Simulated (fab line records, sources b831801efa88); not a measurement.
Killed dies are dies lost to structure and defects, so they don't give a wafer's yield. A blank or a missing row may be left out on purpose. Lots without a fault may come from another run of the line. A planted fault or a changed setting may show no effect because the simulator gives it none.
A struck lot beside a sound one | flow sky130 | 14 steps out of a route of 708
Sound: wafers L294.1, L294.3, L294.5. Struck: wafers L281.1, L281.2, L281.3. The cause comes at the end.
At each step with rows: each side's tool, then ch and its chambers, then its first start. Under that, the readings that differ: sound wafers | struck wafers | difference of the means | sigmas: that difference in standard deviations of wafers without a fault.
alike: readings whose means differ by less than 2 such deviations, and words and numbers that are the same on both sides. not compared: withheld readings, readings that some wafer has no value for, bounds like >300 that may hide the same value, and numbers for which the record gives no deviation and whose values overlap.
The two part at a step that has a row with sigmas, a row that says differs or no value, or rows on one side only. Numbers that don't overlap but have no deviation are shown without sigmas and don't part them. A reading that every wafer of one side lacks parts them only if that side has two wafers or more.

SKY_METAL2_SPUTTER_02: material AlCu, target thk 250 nm, time 13.3 s.
  sound on pvd_sputter-04, day 39 14:47; struck on pvd_sputter-01, day 35 22:06
  alike: throttle_valve_pct
SKY_METAL2_SPUTTER_03: material Ti, target thk 5 nm, time 3.3 s.
  sound on pvd_sputter-04, day 39 14:49; struck on pvd_sputter-01, day 35 22:07
  alike: throttle_valve_pct
SKY_METAL2_SPUTTER_04: material TiN, target thk 70 nm, time 58.3 s.
  sound on pvd_sputter-04, day 39 14:50; struck on pvd_sputter-01, day 35 22:08
  alike: throttle_valve_pct
SKY_METAL2_RS_MEAS_05: measures by four-point-probe.
  sound on film_metro-02, day 39 14:53; struck on film_metro-02, day 35 22:11
  alike: METAL2_ALCU_RS
SKY_METAL2_THK_MEAS_06: measures by xrf.
  sound on film_metro-02, day 39 15:00; struck on film_metro-02, day 35 22:19
  alike: METAL2_ALCU_THK
then, 7 steps without rows for these wafers: SKY_METAL2_DEHYDRATE_07 (time 60 s); SKY_METAL2_HMDS_08 (prime time 60 s); SKY_METAL2_COAT_09 (resist thk 60 nm); SKY_METAL2_COAT_10 (resist thk 450 nm); SKY_METAL2_SOFTBAKE_11 (time 90 s); SKY_METAL2_EXPOSE_12 (exposes mask MM2, target cd 140 nm); SKY_METAL2_PEB_13.
SKY_METAL2_DEVELOP_14: develop time 60 s.
  sound on litho_track-01 ch 0, day 40 15:00; struck on litho_track-03, day 36 23:00
  no value came back on the struck wafers for chill_plate_temp_C (C), develop_time_s (s); on the sound wafers chill_plate_temp_C (C) reads 22.98 22.98 23.08
  reading                                       | sound           | struck            | difference | sigmas
  model.KrF-thick_of_METAL2_COAT_10.thk_nm (nm) | 435 436.2 436.1 | 449.7 450.1 450.8 | +14.4      |
SKY_METAL2_CD_MEAS_15: target cd 140 nm.
  sound on cd_sem-02, day 40 15:14; struck on cd_sem-02, day 36 23:53
  reading    | sound             | struck | difference                    | sigmas
  cd_nm (nm) | 136.9 137.5 138.4 | - - -  | no value on the struck wafers |

WHERE THEY PART
First at SKY_METAL2_DEVELOP_14; last, within this record, at SKY_METAL2_CD_MEAS_15.

WHY: what the simulator had put in
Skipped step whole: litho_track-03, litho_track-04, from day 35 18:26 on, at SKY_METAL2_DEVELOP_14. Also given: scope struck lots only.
